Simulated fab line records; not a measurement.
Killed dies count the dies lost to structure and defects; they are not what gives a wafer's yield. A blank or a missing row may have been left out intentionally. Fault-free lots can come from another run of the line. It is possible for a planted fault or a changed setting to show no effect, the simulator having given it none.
Problem report in the 8D (eight disciplines) form, filled by code	flow sfq_line	the parts of the form that need people (team, actions taken, sign-off) are left out

## 1. WHAT IS WRONG
M0_NB_RS at SFQ_M0_RS_MEAS_904 reads a mean of 0.802 ohm/sq on 2 wafers of 2 lots; wafers without a fault read 0.888 ohm/sq with a standard deviation of 0.01. Measured from the usual mean, that is -8.6 standard deviations.
The step: measures by four-point-probe.
Earliest sighting: wafer L663.2 on film_metro-01 at day 7 18:55. At this step, 39 wafers from 13 lots have a number in the record. By rule, "out" or "out of limits" means more than 4 standard deviations away from the usual mean. The rest of the wafers with a number are treated as sound.

## 2. WHAT IT IS, WHAT IT ISN'T
question	is	is not
which readings at this step	M0_NB_RS	-
which lots	L663, L665	L652, L653, L654, L655, L656, L657, L658, L659, L670, L673, L674
which wafers of those lots	L663.2, L665.2	L663.4, L663.6, L665.1, L665.4
read on which gauges	film_metro-01	film_metro-03, film_metro-04
when	from day 7 18:55	up to then (26 sound wafers); but 11 sound wafers of L665, L670, L673, L674 came after

## 3. THE SUSPECTS, EACH WITH WHAT RULES IT OUT
Counting: if a tool at a process step up to the reading ran every lot that is out, it stays a suspect. Sound lots after the first of them don't rule it out here, since some wafers of a struck lot are sound.
- the gauge at SFQ_M0_RS_MEAS_904 is ruled out. All the wafers that are out were read on film_metro-01, but those of them that SFQ_TRILAYER_M0_ETCH_METAL_ETCH_024 has rows for are out there too, on other tools.
- pvd_sputter-04 at SFQ_TRILAYER_M0_DEP_SPUTTER_019 (material Nb, target thk 200 nm, time 133.3 s): kept. Every lot that is out went through it, the first being L663 (day 7 18:49); the last sound lot it ran before that was L659 (day 6 17:45).
The count leaves pvd_sputter-04 at SFQ_TRILAYER_M0_DEP_SPUTTER_019.

## 4. THE CAUSE (what the simulator had put in)
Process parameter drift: pvd_sputter-04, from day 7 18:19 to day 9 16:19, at SFQ_TRILAYER_M0_DEP_SPUTTER_019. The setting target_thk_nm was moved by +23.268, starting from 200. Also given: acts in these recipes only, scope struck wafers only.
Only this tool survived the counting.

## 5. THE EFFECT CHAIN, in route order
Each row: a reading whose mean over the struck wafers that have a number lies more than 3 standard deviations from the usual. Scope: only readings with a usual standard deviation given in the record; hours: median across lots of the time from each lot's start at the first step in this table that gives one to its start at this step; sigmas: change in usual standard deviations.
hours	step	reading	usual	on struck wafers	change	sigmas
0	SFQ_M0_RS_MEAS_904	M0_NB_RS	0.888 ohm/sq	0.802	-0.086	-8.6
25	SFQ_TRILAYER_M0_ETCH_METAL_ETCH_024	oes_product_au	0.895 a.u.	0.952	+0.057	+8.0
Here are the process steps it includes:
- SFQ_TRILAYER_M0_ETCH_METAL_ETCH_024: etches Nb in Cl2/Ar, stops on SiO2, target depth 240 nm, time 120 s.

## 6. WHAT WOULD HAVE CAUGHT IT SOONER
In this record the first reading out of limits at a measuring or inspecting step was taken at day 7 18:55, 1 hour after the fault began at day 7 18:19.
Of the tool readings at SFQ_TRILAYER_M0_DEP_SPUTTER_019 for which the record gives a usual standard deviation, none was out on any struck wafer, so an alarm limit of 4 standard deviations on them would not have fired.
Among the 2 lots that are out, L665 began SFQ_TRILAYER_M0_DEP_SPUTTER_019 on pvd_sputter-04 after day 7 18:55. A hold on the tool at that time would have spared it.
